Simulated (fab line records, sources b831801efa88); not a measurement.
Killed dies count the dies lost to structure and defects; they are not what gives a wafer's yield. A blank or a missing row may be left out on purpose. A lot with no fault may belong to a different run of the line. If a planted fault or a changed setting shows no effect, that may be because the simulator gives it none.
Comparing a struck lot with a sound one :: flow sky130 :: 23 steps out of a route of 708
Sound: wafers L763.1, L763.4, L763.5. Struck: wafers L771.1, L771.5, L771.6. Last of all comes the cause.
At each step with rows: each side's tool, then ch and its chambers, then its first start. Under that, the readings that differ: sound wafers :: struck wafers :: difference of the means :: sigmas: that difference in standard deviations of wafers without a fault.
alike: readings whose means differ by less than 2 such deviations, and words and numbers that are the same on both sides. not compared: withheld readings, readings that some wafer has no value for, bounds like >300 that may hide the same value, and numbers for which the record gives no deviation and whose values overlap.
Wherever a step has rows on one side only, a row that says differs or no value, or a row with sigmas, the two part there. When numbers do not overlap yet have no deviation, they are printed without sigmas and do not part them. A reading that every wafer of one side lacks parts them only if that side has two wafers or more.

first, 3 steps without rows for these wafers: SKY_CAP2M_EXPOSE_09 (exposes mask CAP2M, target cd 1000 nm); SKY_CAP2M_PEB_10; SKY_CAP2M_DEVELOP_11 (develop time 60 s).
SKY_CAP2M_OVL_MEAS_12:
  struck on overlay-01, day 44 20:22; sound on overlay-01, day 42 18:31
  alike: CAP2M_OVL
SKY_CAP2M_METAL_ETCH_13: etches TiN in Cl2/BCl3, stops on SiO2, target depth 220 nm, time 62.9 s.
  sound on rie-metal-04 ch 0,1, day 42 18:32; struck on rie-metal-04 ch 0,1, day 44 20:24
  alike: drypump-motor-current-A, oes-product-au, throttle-valve-pct
  not compared: rf-hours-counter-h
SKY_CAP2M_STRIP_14: strips in O2/N2.
  sound on plasma-asher-04 ch 0,1, day 42 18:37; struck on plasma-asher-02 ch 0,1, day 44 20:28
  alike: drypump-motor-current-A, o2-flow-sccm, oes-product-au, strip-time-to-endpoint-s
  not compared: rf-hours-counter-h
then, 6 steps without rows for these wafers: SKY_CAP2M_STRIP_15 (strips in post etch residue remover, time 1200 s); SKY_CAP2M_CLEAN_16 (cleans in IPA, time 180 s); SKY_CAP2M_CLEAN_17 (cleans in O3/DIW); SKY_METAL4_DEHYDRATE_05 (time 60 s); SKY_METAL4_HMDS_06 (prime time 60 s); SKY_METAL4_COAT_07 (resist thk 60 nm).
SKY_METAL4_COAT_08: resist thk 1140 nm.
  sound on litho-track-03 ch 0, day 43 06:00; struck on litho-track-03 ch 0, day 45 07:00
reading: model.KrF-thick_of_METAL4_COAT_08.thk-nm (nm)
sound: 1140 1143 1144
struck: 1126 1121 1119
difference: -20
sigmas: 
then, 4 steps without rows for these wafers: SKY_METAL4_SOFTBAKE_09 (time 90 s); SKY_METAL4_EXPOSE_10 (exposes mask MM4, target cd 300 nm); SKY_METAL4_PEB_11; SKY_METAL4_DEVELOP_12 (develop time 57.7 s).
SKY_METAL4_CD_MEAS_13: target cd 300 nm.
  struck on cd-sem-02, day 45 18:46; sound on cd-sem-01, day 43 18:48
  alike: cd-nm
SKY_METAL4_OVL_MEAS_14:
  struck on overlay-01, day 45 18:53; sound on overlay-01, day 43 18:55
  alike: METAL4_OVL
SKY_METAL4_DESCUM_15: chemistry O2, time 8 s.
  sound on rie-metal-02 ch 0,1, day 43 18:57; struck on rie-metal-02 ch 0,1, day 45 18:55
  alike: drypump-motor-current-A, oes-product-au
  not compared: rf-hours-counter-h
SKY_METAL4_ETCH_16: etches BARC in N2/H2, stops on SiO2, time 88.2 s, target depth 60 nm.
  sound on rie-metal-02 ch 0,1, day 43 18:59; struck on rie-metal-02 ch 0,1, day 45 18:57
reading: model.KrF-thick_of_METAL4_COAT_08.thk-nm (nm)
sound: 1077 1079 1080
struck: 1061 1056 1055
difference: -21
sigmas: 
  alike: drypump-motor-current-A, oes-product-au, throttle-valve-pct
  not compared: rf-hours-counter-h
SKY_METAL4_ETCH_17: etches SiO2 in C4F8/O2/Ar, stops on TiN, time 3.9 s, target depth 15 nm.
  sound on rie-diel-04 ch 1,3, day 43 19:05; struck on rie-diel-03 ch 1,2, day 45 19:03
  alike: oes-product-au
  not compared: rf-hours-counter-h
SKY_PAD_OPEN_PROBE_99:
  sound wafers here have rows in the record (prober-02, day 47 14:29); struck ones have none

## WHERE THEY PART
Only at SKY_PAD_OPEN_PROBE_99, as far as this record shows.

WHY: what the simulator had put in
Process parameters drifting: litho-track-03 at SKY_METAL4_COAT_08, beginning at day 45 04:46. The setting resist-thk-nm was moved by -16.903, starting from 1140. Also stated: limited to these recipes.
